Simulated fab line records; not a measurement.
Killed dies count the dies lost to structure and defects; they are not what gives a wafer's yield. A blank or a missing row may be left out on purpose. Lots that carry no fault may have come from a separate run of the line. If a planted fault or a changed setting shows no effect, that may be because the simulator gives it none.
8D (eight disciplines) problem report, filled in by code || flow gf180mcu || the parts of the form that need people (team, actions taken, sign-off) are left out

== 1. PROBLEM STATEMENT ==
Wafers without a fault read 93.05 W, standard deviation 0.056; heater power total W at GF_V2_SOFTBAKE_10 reads a mean of 98.61 W on 3 wafers belonging to 2 lots. That is +99 or more standard deviations from the usual mean.
The step: time 60 s.
First seen on wafer L736.1, day 26 16:00, on litho track-01. At this step, 18 wafers from 6 lots have a number in the record. The rule behind "out" and "out of limits": a value lying over 4 standard deviations away from the usual mean. Any other wafer with a number is counted as sound.

== 2. WHAT IT IS; WHAT IT IS NOT ==
{"question": "which readings at this step", "is": "heater power total W, run length s", "is not": "-"}
{"question": "which lots", "is": "L736, L738", "is not": "L720, L725, L726, L739"}
{"question": "which wafers of those lots", "is": "L736.1, L736.2, L738.2", "is not": "L736.4, L738.4, L738.6"}
{"question": "read on which tools", "is": "litho track-01", "is not": "litho track-03, litho track-04"}
{"question": "when", "is": "from day 26 16:00", "is not": "up to then (10 sound wafers); but 5 sound wafers of L738, L739 came after"}

== 3. SUSPECTS, AND WHAT RULES EACH OUT ==
Counting: if a tool at a process step up to the reading ran every lot that is out, it stays a suspect. Sound lots after the first of them don't rule it out here, since some wafers of a struck lot are sound.
- pecvd-02 at GF_V2_CVD_02 (deposits SiO2 from TEOS, target thk 850 nm, time 94.851 s): kept. It processed each lot that is out (first: L736, day 26 05:58); up to then, its last sound lot is L725 (day 22 07:43).
- cmp-02 at GF_V2_CMP_04 (polishes SiO2): kept. It processed each lot that is out (first: L736, day 26 06:05); up to then, its last sound lot is L720 (day 20 13:51).
- litho track-01 at GF_V2_SOFTBAKE_10 (time 60 s): kept. It processed each lot that is out (first: L736, day 26 16:00); up to then, its last sound lot is L726 (day 23 07:00). Out on those wafers are its own readings of heater power total W, run length s.
pecvd-02 at GF_V2_CVD_02, cmp-02 at GF_V2_CMP_04 and litho track-01 at GF_V2_SOFTBAKE_10 are what is left after counting.

== 4. THE CAUSE (what the simulator had put in) ==
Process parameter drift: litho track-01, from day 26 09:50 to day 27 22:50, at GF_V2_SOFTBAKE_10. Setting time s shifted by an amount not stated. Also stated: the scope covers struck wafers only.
Of the 3 suspects that counting leaves, this tool is one.

== 5. THE CHAIN OF EFFECTS, in route order ==
Each row: a reading whose mean over the struck wafers that have a number lies more than 3 standard deviations from the usual. Readings are gone through only where the record gives a usual standard deviation; hours: the median, over the lots, of the time from a lot's start at the first step in this table giving one to that lot's start at this step; sigmas: the change measured in usual standard deviations.
{"hours": 0, "step": "GF_V2_SOFTBAKE_10", "reading": "heater power total W", "usual": "93.05 W", "on struck wafers": 98.61, "change": "+5.56", "sigmas": "+99 or more"}
{"hours": 0, "step": "GF_V2_SOFTBAKE_10", "reading": "run length s", "usual": "89.13 s", "on struck wafers": 79.49, "change": -9.64, "sigmas": -88}
Process steps it contains:
- GF_V2_SOFTBAKE_10: time 60 s.
Later steps that measure or inspect, where all struck wafers having a row at the step show a number for every such reading and not one has moved that far: GF_V2_CD_MEAS_14, GF_V2_OVL_MEAS_15.

== 6. HOW IT WOULD HAVE BEEN CAUGHT EARLIER ==
In this record no reading fell out of limits until day 26 16:00, 6 hours after the fault had begun at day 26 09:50.
